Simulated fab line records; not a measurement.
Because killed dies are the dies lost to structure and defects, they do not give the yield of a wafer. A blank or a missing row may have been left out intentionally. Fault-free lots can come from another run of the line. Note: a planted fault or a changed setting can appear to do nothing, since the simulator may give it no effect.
Chamber matching + flow sky130 + SKY_VIA4_CMP_21 on cmp-02: 4 sister chambers
The step polishes, stops on SiO2, t overpolish 25 s, target thk 0 nm. 24 wafers are shown with their chamber, then 12 later ones without.

== EACH WAFER AND ITS CHAMBER ==
| wafer  | chamber | motor current A (A) |
|--------|---------|---------------------|
| L855.4 | 1       | 10.6                |
| L855.5 | 2       | 11.6                |
| L855.6 | 1       | 10.1                |
| L856.1 | 1       | 10.7                |
| L856.2 | 0       | 11.8                |
| L856.6 | 1       | 10.3                |
| L860.1 | 1       | 10.3                |
| L860.2 | 0       | 11.6                |
| L860.4 | 2       | 11.0                |
| L862.1 | 3       | 13.0                |
| L862.2 | 2       | 11.2                |
| L862.3 | 1       | 10.1                |
| L864.4 | 1       | 10.6                |
| L864.5 | 3       | 12.6                |
| L864.6 | 0       | 11.5                |
| L863.2 | 1       | 10.1                |
| L863.4 | 0       | 11.7                |
| L863.6 | 3       | 12.9                |
| L867.1 | 0       | 10.9                |
| L867.4 | 2       | 11.0                |
| L867.6 | 0       | 11.8                |
| L868.3 | 3       | 12.5                |
| L868.5 | 3       | 12.3                |
| L868.6 | 0       | 11.8                |

SIGNATURES, as means of the wafers listed above
| reading         | chamber 0 | chamber 1 | chamber 2 | chamber 3 | scatter within a chamber |
|-----------------|-----------|-----------|-----------|-----------|--------------------------|
| motor current A | 11.586    | 10.350    | 11.200    | 12.660    | 0.286                    |
Rule: a wafer lies at a distance from a chamber equal to the root of the sum of squares, over the readings, of (its reading less the chamber's mean, divided by the reading's scatter). If the next closest chamber is less than 2 further off than the closest, the wafer can't be placed; otherwise it belongs to the closest. How the scatter is found: for the shown wafers, subtract from each reading the mean of its chamber, square and add these, divide the total by (wafers less chambers), then take the root.

== WAFERS WHOSE CHAMBER IS MISSING ==
| wafer  | motor current A (A) |
|--------|---------------------|
| L869.1 | 11.2                |
| L869.3 | 11.3                |
| L869.6 | 10.4                |
| L870.1 | 11.8                |
| L870.4 | 9.9                 |
| L870.5 | 11.2                |
| L871.1 | 11.1                |
| L871.2 | 13.3                |
| L871.3 | 11.3                |
| L874.1 | 10.5                |
| L874.4 | 11.6                |
| L874.6 | 12.0                |

== THE CHAMBER EACH PASSED THROUGH ==
| wafer  | from the rows above          | in truth                   |
|--------|------------------------------|----------------------------|
| L869.1 | can't be placed: 2 or 0      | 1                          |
| L869.3 | can't be placed: 2 or 0      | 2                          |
| L869.6 | 1                            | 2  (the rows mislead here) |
| L870.1 | can't be placed: 0 or 2      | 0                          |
| L870.4 | 1                            | 1                          |
| L870.5 | can't be placed: 2 or 0      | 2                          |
| L871.1 | can't be placed: 2 or 0      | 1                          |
| L871.2 | 3                            | 3                          |
| L871.3 | can't be placed: 2 or 0      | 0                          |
| L874.1 | can't be placed: 1 or 2      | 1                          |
| L874.4 | can't be placed: 0 or 2      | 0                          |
| L874.6 | can't be placed: 0 or 3 or 2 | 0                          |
Placed correctly: 2 of 12. Unplaceable from these rows: 9, with the true chamber sitting among the candidates in 7. 1 placed wrongly.
